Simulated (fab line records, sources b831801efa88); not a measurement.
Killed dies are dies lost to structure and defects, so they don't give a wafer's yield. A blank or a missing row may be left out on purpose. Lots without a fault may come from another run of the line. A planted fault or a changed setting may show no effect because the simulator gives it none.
Which tool did it? | flow sky130 | 12 lots, 36 wafers sampled, at 4 steps of a route of 708

WHAT THE GAUGES READ, wafer by wafer
SKY_LDD_HVP_TW_MEAS_10. Usual: LDD_HVP_TW 458, standard deviation 3.9.
lot  | measured     | on            | LDD_HVP_TW              | flag
L675 | day 21 13:43 | film_metro-01 | 452 452 450             |
L678 | day 22 17:29 | film_metro-04 | 461 458 461             |
L677 | day 22 17:33 | film_metro-04 | 460 455 456             |
L680 | day 23 18:19 | film_metro-01 | 455 454 455             |
L683 | day 24 10:38 | film_metro-03 | 457 460 458             |
L684 | day 24 20:32 | film_metro-03 | 412 411 412 410 412 414 | OFF
L685 | day 24 23:58 | film_metro-03 | 412 411 413 414 413 413 | OFF
L687 | day 26 04:45 | film_metro-03 | 460 461 460             |
L693 | day 28 00:19 | film_metro-03 | 461 461 460             |
L694 | day 28 09:14 | film_metro-03 | 460 461 463             |
L696 | day 29 00:47 | film_metro-01 | 454 453 452             |
L697 | day 29 02:01 | film_metro-03 | 456 458 459             |

SKY_SD_P_CD_MEAS_07: target cd 380 nm. Usual: cd_nm 380.6 nm, standard deviation 2.4.
lot  | measured     | on        | cd_nm (nm)        | flag
L675 | day 25 11:37 | cd_sem-01 | 381.4 380.3 377.7 |
L678 | day 26 13:13 | cd_sem-02 | 377.7 381.5 379.9 |
L677 | day 26 13:46 | cd_sem-01 | 383.8 381.2 381.7 |
L680 | day 27 14:34 | cd_sem-02 | 380.3 382.3 382.5 |
L683 | day 28 03:38 | cd_sem-02 | 380.4 382.2 380.8 |
L684 | day 28 14:56 | cd_sem-02 | 380.2 379.9 378.9 |
L685 | day 28 17:08 | cd_sem-01 | 376.8 376.2 376.6 |
L687 | day 29 21:54 | cd_sem-01 | 381.6 381.7 380.0 |
L693 | day 31 15:25 | cd_sem-02 | 378.9 382.7 381.4 |
L694 | day 31 22:52 | cd_sem-01 | 380.2 377.8 378.8 |
L696 | day 32 14:59 | cd_sem-02 | 382.9 382.6 383.7 |
L697 | day 32 16:53 | cd_sem-01 | 378.9 375.1 379.0 |

SKY_SD_P_OVL_MEAS_08. Usual: SD_P_OVL -0.9 nm, standard deviation 1.8.
lot  | measured     | on         | SD_P_OVL (nm)  | flag
L675 | day 25 11:44 | overlay-01 | -0.4 0.5 -1.9  |
L678 | day 26 13:19 | overlay-02 | -1.6 -3.2 -2.6 |
L677 | day 26 13:52 | overlay-02 | 2.4 3.1 2.0    |
L680 | day 27 14:39 | overlay-01 | 0.6 -0.8 0.0   |
L683 | day 28 03:43 | overlay-02 | 0.5 1.2 0.8    |
L684 | day 28 15:03 | overlay-01 | -0.9 0.8 0.3   |
L685 | day 28 17:15 | overlay-01 | -2.3 -4.0 -4.8 |
L687 | day 29 22:00 | overlay-01 | -1.0 -3.1 -0.6 |
L693 | day 31 15:32 | overlay-02 | 0.5 -0.7 -1.3  |
L694 | day 31 22:58 | overlay-01 | 0.1 0.7 -0.8   |
L696 | day 32 15:06 | overlay-02 | -1.4 0.5 -3.5  |
L697 | day 32 17:01 | overlay-02 | 0.8 -0.7 1.5   |

WHICH TOOL RAN EACH LOT (tool, then ch and the chambers of the sampled wafers, then the start)
lot  | SKY_LDD_HVP_IMPLANT_08
L675 | implanter-03 ch 0, day 21 13:28
L678 | implanter-04 ch 0, day 22 17:15
L677 | implanter-03 ch 0, day 22 17:19
L680 | implanter-02 ch 0, day 23 18:05
L683 | implanter-02 ch 0, day 24 10:23
L684 | implanter-02 ch 0, day 24 20:18
L685 | implanter-02 ch 0, day 24 23:44
L687 | implanter-04 ch 0, day 26 04:31
L693 | implanter-04 ch 0, day 28 00:04
L694 | implanter-03 ch 0, day 28 09:01
L696 | implanter-02 ch 0, day 29 00:32
L697 | implanter-02 ch 0, day 29 01:46
- SKY_LDD_HVP_IMPLANT_08

WHAT THE TOOLS THEMSELVES READ (means of the sampled wafers that have a number; where no wafer has one, the mark that the record gives instead)
SKY_LDD_HVP_IMPLANT_08. Usual: dose_ions_cm2 1.6998e+13, standard deviation 1.8e+10; tilt_deg 17.900 degrees, standard deviation 0.02.
lot  | tool         | dose_ions_cm2 | tilt_deg (degrees) | flag
L675 | implanter-03 | 1.7001e+13    | 17.885             |
L678 | implanter-04 | 1.7010e+13    | 17.910             |
L677 | implanter-03 | 1.7010e+13    | 17.899             |
L680 | implanter-02 | 1.6995e+13    | 17.928             |
L683 | implanter-02 | 1.6991e+13    | 17.879             |
L684 | implanter-02 | 1.6993e+13    | 0.010              | OFF
L685 | implanter-02 | 1.7002e+13    | 0.022              | OFF
L687 | implanter-04 | 1.6985e+13    | 17.890             |
L693 | implanter-04 | 1.6994e+13    | 17.888             |
L694 | implanter-03 | 1.6967e+13    | 17.922             |
L696 | implanter-02 | 1.7010e+13    | 17.895             |
L697 | implanter-02 | 1.7018e+13    | 17.884             |

THE ANSWER, worked out from the rows above alone
Rule: a lot is off if the mean of its wafers that have a number lies more than 3 standard deviations from the usual mean. A lot without any number at a reading at which 4 lots or more have one is off too. The other lots that the step has rows for count as sound. The gauges are gone through in route order, then the tools' own readings, and for those a lot's mean is taken as printed above. The first step at which some lot is off is used, and at that step the reading that is off furthest; a lot without a number counts as furthest.
Off: L684, L685, at SKY_LDD_HVP_TW_MEAS_10 (LDD_HVP_TW).
A tool fits if, at a process step before that reading, it ran every lot that is off, and no sound lot after the first of them. The gauges at SKY_LDD_HVP_TW_MEAS_10 aren't tried: what is off there is off at SKY_LDD_HVP_IMPLANT_08 too, on other tools, and a gauge's error can't cause that. None of those tried fits.

WHAT THE SIMULATOR HAD PUT IN
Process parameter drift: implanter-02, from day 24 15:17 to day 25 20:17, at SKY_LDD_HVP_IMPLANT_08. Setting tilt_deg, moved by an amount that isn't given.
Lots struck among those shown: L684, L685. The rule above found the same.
